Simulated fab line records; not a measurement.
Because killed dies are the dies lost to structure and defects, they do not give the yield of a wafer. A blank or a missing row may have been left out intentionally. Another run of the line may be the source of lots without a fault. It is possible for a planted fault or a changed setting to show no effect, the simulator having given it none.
Which of the tools did it? / flow sky130 / Sampling: 11 lots, 33 wafers, 6 of 708 route steps

## WHAT THE GAUGES READ, wafer by wafer
SKY_FIELD_ISO_BOW_MEAS_00.
lot=L620; measured=day 1 10:01; on=film_metro-03; INCOMING_BOW (um)=-7 -3 -3
lot=L621; measured=day 1 15:01; on=film_metro-04; INCOMING_BOW (um)=5 8 -4
lot=L623; measured=day 2 01:00; on=film_metro-03; INCOMING_BOW (um)=-2 0 0
lot=L624; measured=day 2 06:00; on=film_metro-04; INCOMING_BOW (um)=5 3 1
lot=L628; measured=day 3 02:00; on=film_metro-03; INCOMING_BOW (um)=5 -1 1
lot=L629; measured=day 3 07:00; on=film_metro-01; INCOMING_BOW (um)=5 -4 6
lot=L630; measured=day 3 12:01; on=film_metro-04; INCOMING_BOW (um)=-13 6 0
lot=L632; measured=day 3 22:00; on=film_metro-04; INCOMING_BOW (um)=-10 -9 -3
lot=L640; measured=day 5 14:00; on=film_metro-04; INCOMING_BOW (um)=3 -6 0
lot=L641; measured=day 5 19:01; on=film_metro-01; INCOMING_BOW (um)=4 -6 -16
lot=L643; measured=day 6 05:01; on=film_metro-03; INCOMING_BOW (um)=2 5 8

SKY_FIELD_ISO_THK_MEAS_25.
lot=L620; measured=day 2 07:18; on=film_metro-03; FIELD_ISO_CVD_24_THK (nm)=591 608 602
lot=L621; measured=day 2 10:54; on=film_metro-03; FIELD_ISO_CVD_24_THK (nm)=600 598 602
lot=L623; measured=day 3 01:31; on=film_metro-01; FIELD_ISO_CVD_24_THK (nm)=604 603 586
lot=L624; measured=day 3 05:24; on=film_metro-04; FIELD_ISO_CVD_24_THK (nm)=591 595 596
lot=L628; measured=day 4 03:01; on=film_metro-04; FIELD_ISO_CVD_24_THK (nm)=582 599 582
lot=L629; measured=day 4 08:56; on=film_metro-04; FIELD_ISO_CVD_24_THK (nm)=599 602 591
lot=L630; measured=day 4 14:07; on=film_metro-01; FIELD_ISO_CVD_24_THK (nm)=589 591 588
lot=L632; measured=day 4 21:37; on=film_metro-03; FIELD_ISO_CVD_24_THK (nm)=605 587 604
lot=L640; measured=day 7 03:49; on=film_metro-01; FIELD_ISO_CVD_24_THK (nm)=610 603 604
lot=L641; measured=day 7 04:59; on=film_metro-01; FIELD_ISO_CVD_24_THK (nm)=600 587 600
lot=L643; measured=day 7 11:44; on=film_metro-03; FIELD_ISO_CVD_24_THK (nm)=597 607 602

SKY_VT_ADJUST_HVTP_CD_MEAS_07: the cd target is 380 nm.
lot=L620; measured=day 5 22:46; on=cd_sem-01; cd_nm (nm)=381.4 381.8 380.0
lot=L621; measured=day 6 00:35; on=cd_sem-02; cd_nm (nm)=380.0 381.3 381.0
lot=L623; measured=day 7 05:45; on=cd_sem-01; cd_nm (nm)=382.8 380.9 381.9
lot=L624; measured=day 7 10:00; on=cd_sem-02; cd_nm (nm)=381.5 376.0 376.8
lot=L628; measured=day 8 07:39; on=cd_sem-02; cd_nm (nm)=383.0 387.2 383.7
lot=L629; measured=day 8 10:51; on=cd_sem-02; cd_nm (nm)=380.6 379.5 382.1
lot=L630; measured=day 8 18:38; on=cd_sem-01; cd_nm (nm)=- - -
lot=L632; measured=day 9 06:31; on=cd_sem-02; cd_nm (nm)=383.7 382.1 381.2
lot=L640; measured=day 11 23:16; on=cd_sem-02; cd_nm (nm)=380.3 380.7 381.6
lot=L641; measured=day 11 22:29; on=cd_sem-01; cd_nm (nm)=377.5 381.3 378.3
lot=L643; measured=day 12 05:29; on=cd_sem-01; cd_nm (nm)=381.8 382.2 381.9

SKY_VT_ADJUST_HVTP_TW_MEAS_11.
lot=L620; measured=day 5 23:10; on=film_metro-02; VT_ADJUST_HVTP_TW=1350 1352 1352
lot=L621; measured=day 6 00:59; on=film_metro-03; VT_ADJUST_HVTP_TW=1372 1368 1374
lot=L623; measured=day 7 06:10; on=film_metro-03; VT_ADJUST_HVTP_TW=1367 1366 1366
lot=L624; measured=day 7 10:25; on=film_metro-03; VT_ADJUST_HVTP_TW=1369 1367 1363
lot=L628; measured=day 8 08:04; on=film_metro-01; VT_ADJUST_HVTP_TW=1334 1336 1340
lot=L629; measured=day 8 11:16; on=film_metro-01; VT_ADJUST_HVTP_TW=1334 1341 1337
lot=L630; measured=day 8 19:02; on=film_metro-01; VT_ADJUST_HVTP_TW=30 30 30
lot=L632; measured=day 9 06:56; on=film_metro-02; VT_ADJUST_HVTP_TW=1353 1356 1352
lot=L640; measured=day 11 23:41; on=film_metro-02; VT_ADJUST_HVTP_TW=1356 1358 1354
lot=L641; measured=day 11 22:53; on=film_metro-02; VT_ADJUST_HVTP_TW=1351 1360 1349
lot=L643; measured=day 12 05:53; on=film_metro-02; VT_ADJUST_HVTP_TW=1355 1354 1359

SKY_VT_ADJUST_LVTN_TW_MEAS_21.
lot=L620; measured=day 7 13:00; on=film_metro-02; VT_ADJUST_LVTN_2_TW=186.2 187.3 186.4
lot=L621; measured=day 7 14:34; on=film_metro-01; VT_ADJUST_LVTN_2_TW=184.4 183.2 183.2
lot=L623; measured=day 8 23:15; on=film_metro-02; VT_ADJUST_LVTN_2_TW=188.0 188.7 189.5
lot=L624; measured=day 9 03:12; on=film_metro-01; VT_ADJUST_LVTN_2_TW=186.5 186.0 186.6
lot=L628; measured=day 10 01:54; on=film_metro-02; VT_ADJUST_LVTN_2_TW=187.8 188.6 188.2
lot=L629; measured=day 10 05:30; on=film_metro-01; VT_ADJUST_LVTN_2_TW=185.9 184.8 184.9
lot=L630; measured=day 10 14:40; on=film_metro-02; VT_ADJUST_LVTN_2_TW=1357.2 1348.5 1353.9
lot=L632; measured=day 11 01:49; on=film_metro-04; VT_ADJUST_LVTN_2_TW=186.0 185.4 185.4
lot=L640; measured=day 14 01:47; on=film_metro-01; VT_ADJUST_LVTN_2_TW=183.1 184.4 183.5
lot=L641; measured=day 13 23:43; on=film_metro-01; VT_ADJUST_LVTN_2_TW=183.9 183.9 184.5
lot=L643; measured=day 14 08:07; on=film_metro-01; VT_ADJUST_LVTN_2_TW=183.7 184.7 184.6

## EACH LOT AND THE TOOL THAT RAN IT (in order: tool; ch and the chambers of the sampled wafers; start)
lot=L620; SKY_VT_ADJUST_HVTP_EXPOSE_04=iline_stepper-01 ch 0, day 5 13:41
lot=L621; SKY_VT_ADJUST_HVTP_EXPOSE_04=iline_stepper-01 ch 0, day 5 15:49
lot=L623; SKY_VT_ADJUST_HVTP_EXPOSE_04=iline_stepper-01 ch 0, day 6 20:09
lot=L624; SKY_VT_ADJUST_HVTP_EXPOSE_04=iline_stepper-01 ch 0, day 7 00:08
lot=L628; SKY_VT_ADJUST_HVTP_EXPOSE_04=iline_stepper-01 ch 0, day 7 21:31
lot=L629; SKY_VT_ADJUST_HVTP_EXPOSE_04=iline_stepper-01 ch 0, day 8 00:55
lot=L630; SKY_VT_ADJUST_HVTP_EXPOSE_04=iline_stepper-01 ch 0, day 8 08:37
lot=L632; SKY_VT_ADJUST_HVTP_EXPOSE_04=iline_stepper-01 ch 0, day 8 20:04
lot=L640; SKY_VT_ADJUST_HVTP_EXPOSE_04=iline_stepper-02 ch 0, day 11 12:05
lot=L641; SKY_VT_ADJUST_HVTP_EXPOSE_04=iline_stepper-01 ch 0, day 11 11:13
lot=L643; SKY_VT_ADJUST_HVTP_EXPOSE_04=iline_stepper-01 ch 0, day 11 17:43
- SKY_VT_ADJUST_HVTP_EXPOSE_04: exposes mask HVTPM, target cd 380 nm.

## AS READ BY THE TOOLS THEMSELVES (means over the sampled wafers that have a number; for cases with no such wafer, the mark the record gives instead)
The record holds no such reading with a usual standard deviation.

## THE ANSWER, worked out from the rows above alone
Rule: the lots themselves supply what counts as usual. Put in order of their means at a reading, lots are off if they are a third of the lots or fewer, leave a main group of 4 or more, and stand apart from it by a gap of 3 or more times the standard deviation of the main group's means; of several such gaps the widest counts. A main group is skipped when, at the precision printed for the reading in the tables above, its means are all equal. A lot without any number at a reading at which 4 lots or more have one is off too. Any other lot the step has rows for is counted as sound. Order of review: gauges by route order, followed by the tools' own readings, for which a lot's mean as printed above is used. The first step at which some lot is off is used, and at that step the reading that is off furthest; a lot without a number counts as furthest.
Off: L630, at SKY_VT_ADJUST_HVTP_CD_MEAS_07 (cd_nm). Without a number there: L630. Mean 381.1 nm and standard deviation 1.7 in the main group.
If a tool, at a process step before that reading, ran all the lots that are off and no sound lot after the first of them, it fits. The gauges at SKY_VT_ADJUST_HVTP_CD_MEAS_07 aren't tried: what is off there is off at SKY_VT_ADJUST_HVTP_TW_MEAS_11 too, on other tools, and a gauge's error can't cause that. Not one of the candidates tried fits.

## WHAT THE SIMULATOR HAD PUT IN
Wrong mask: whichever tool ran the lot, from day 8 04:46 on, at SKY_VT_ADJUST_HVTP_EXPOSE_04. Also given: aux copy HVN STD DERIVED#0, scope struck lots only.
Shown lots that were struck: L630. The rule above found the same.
